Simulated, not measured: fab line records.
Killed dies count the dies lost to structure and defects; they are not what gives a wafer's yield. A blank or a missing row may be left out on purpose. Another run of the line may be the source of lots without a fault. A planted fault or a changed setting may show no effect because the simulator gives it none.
A lot that was struck, set against a sound lot | flow sky130 | 17 out of 708 route steps
Sound: the wafers L920.1, L920.3, L920.6. Wafers struck: L910.2, L910.5, L910.6. The cause comes at the end.
Order at every step that has rows: each side's tool, ch and its chambers, its first start. Under that, the readings that differ: sound wafers | struck wafers | difference of the means | sigmas: that difference in standard deviations of wafers without a fault.
alike: words and numbers the same on both sides, and readings whose means are apart by under 2 such deviations; not compared: readings that were withheld, readings missing a value for some wafer, numbers with overlapping values and no deviation given by the record, and bounds like >300 which may hide the same value.
Wherever a step has rows on one side only, a row that says differs or no value, or a row with sigmas, the two part there. Non-overlapping numbers with no deviation appear without sigmas and do not part them. Lack of a reading on every wafer of one side parts them only where that side has two or more wafers.

first, 1 step without rows for these wafers: SKY_VT_ADJUST_NCORE_IMPLANT_09.
SKY_VT_ADJUST_NCORE_STRIP_10: strips in O2/N2.
  sound on plasma asher-03 ch 0,1, day 13 22:42; struck on plasma asher-02 ch 0,1, day 11 01:47
  alike: drypump motor current A, oes product au, strip time to endpoint s
  not compared: rf hours counter h
SKY_VT_ADJUST_NCORE_TW_MEAS_11:
  sound on film metro-03 at day 13 22:48; struck on film metro-01 at day 11 01:53
  alike: VT_ADJUST_NCORE_TW
then, 7 steps without rows for these wafers: SKY_VT_ADJUST_HVTR_DEHYDRATE_00 (time 60 s); SKY_VT_ADJUST_HVTR_HMDS_01 (prime time 60 s); SKY_VT_ADJUST_HVTR_COAT_02 (resist thk 1140 nm); SKY_VT_ADJUST_HVTR_SOFTBAKE_03 (time 60 s); SKY_VT_ADJUST_HVTR_EXPOSE_04 (exposes mask HVTRM, target cd 380 nm); SKY_VT_ADJUST_HVTR_PEB_05; SKY_VT_ADJUST_HVTR_DEVELOP_06 (develop time 60 s).
SKY_VT_ADJUST_HVTR_CD_MEAS_07 targets a cd of 380 nm.
  sound on cd sem-01 at day 15 00:15; struck on cd sem-01 at day 11 22:44
  alike: cd nm
SKY_VT_ADJUST_HVTR_OVL_MEAS_08:
  sound on overlay-01 at day 15 00:22; struck on overlay-01 at day 11 22:50
  alike: VT_ADJUST_HVTR_OVL
SKY_VT_ADJUST_HVTR_IMPLANT_09:
  sound on implanter-04 ch 0, day 15 00:25; struck on implanter-03 ch 0, day 11 22:54
  reading            | sound                           | struck                           | difference  | sigmas
  dose ions cm2      | 2.0984e+12 2.0971e+12 2.101e+12 | 2.3996e+12 2.4004e+12 2.4014e+12 | +3.0163e+11 | +99 or more
  faraday current uA | 11.77 11.93 11.72               | 13.62 13.49 13.42                | +1.70       | +7
SKY_VT_ADJUST_HVTR_STRIP_10: strips in O2/N2.
  sound on plasma asher-03 ch 0,1, day 15 00:34; struck on plasma asher-03 ch 0,1, day 11 23:01
  alike: drypump motor current A, oes product au, strip time to endpoint s
  not compared: rf hours counter h
SKY_VT_ADJUST_HVTR_TW_MEAS_11:
  sound on film metro-04 at day 15 00:40; struck on film metro-04 at day 11 23:08
  reading           | sound             | struck            | difference | sigmas
  VT_ADJUST_HVTR_TW | 208.5 206.9 208.6 | 217.0 216.8 217.4 | +9.1       | +4
then, 1 step without rows for these wafers: SKY_VT_ADJUST_PCH_DEHYDRATE_00 (time 60 s).
-- a jump in the record: the struck wafers' starts before and after are 36 days apart (it breaks off in module VT_ADJUST_PCH and resumes in module PAD_OPEN, where the first step shown is number 708 of the route) --
SKY_PAD_OPEN_PROBE_99:
  sound on prober-02 at day 50 00:08; struck on prober-01 at day 48 00:59
  reading                                  | sound                   | struck                  | difference | sigmas
  killed at other                          | 0 1 0                   | 0 1 4                   | +1         | +2
  model.etest.pfet_01v8_mvt.drive ua um    | 141.6 142.3 143.6       | 150.2 143.9 146.8       | +4.5       |
  model.etest.pfet_01v8_mvt.off log10 a um | -11.04 -11.04 -10.83    | -10.25 -10.36 -10.58    | +0.57      |
  model.etest.pfet_01v8_mvt.vt sat v (V)   | -0.5809 -0.5844 -0.5821 | -0.5223 -0.5375 -0.5351 | +0.0508    |
  model.etest.pfet_01v8_mvt.vt v (V)       | -0.6633 -0.664 -0.6684  | -0.621 -0.6306 -0.6307  | +0.038     |
  model.etest.pfet_01v8_mvt.vt long v (V)  | -0.8771 -0.8729 -0.8808 | -0.839 -0.8421 -0.8451  | +0.035     |
  alike: killed_at_M0_to_M3, killed_at_M4_up, killed at contacts, killed at front end, killed dies, killed open, killed short

## WHERE THEY PART
At SKY_VT_ADJUST_HVTR_IMPLANT_09 first; at SKY_PAD_OPEN_PROBE_99 last (within this record only).

WHY: the cause the simulator had injected
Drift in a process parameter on implanter-03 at SKY_VT_ADJUST_HVTR_IMPLANT_09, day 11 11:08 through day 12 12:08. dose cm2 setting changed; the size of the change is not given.
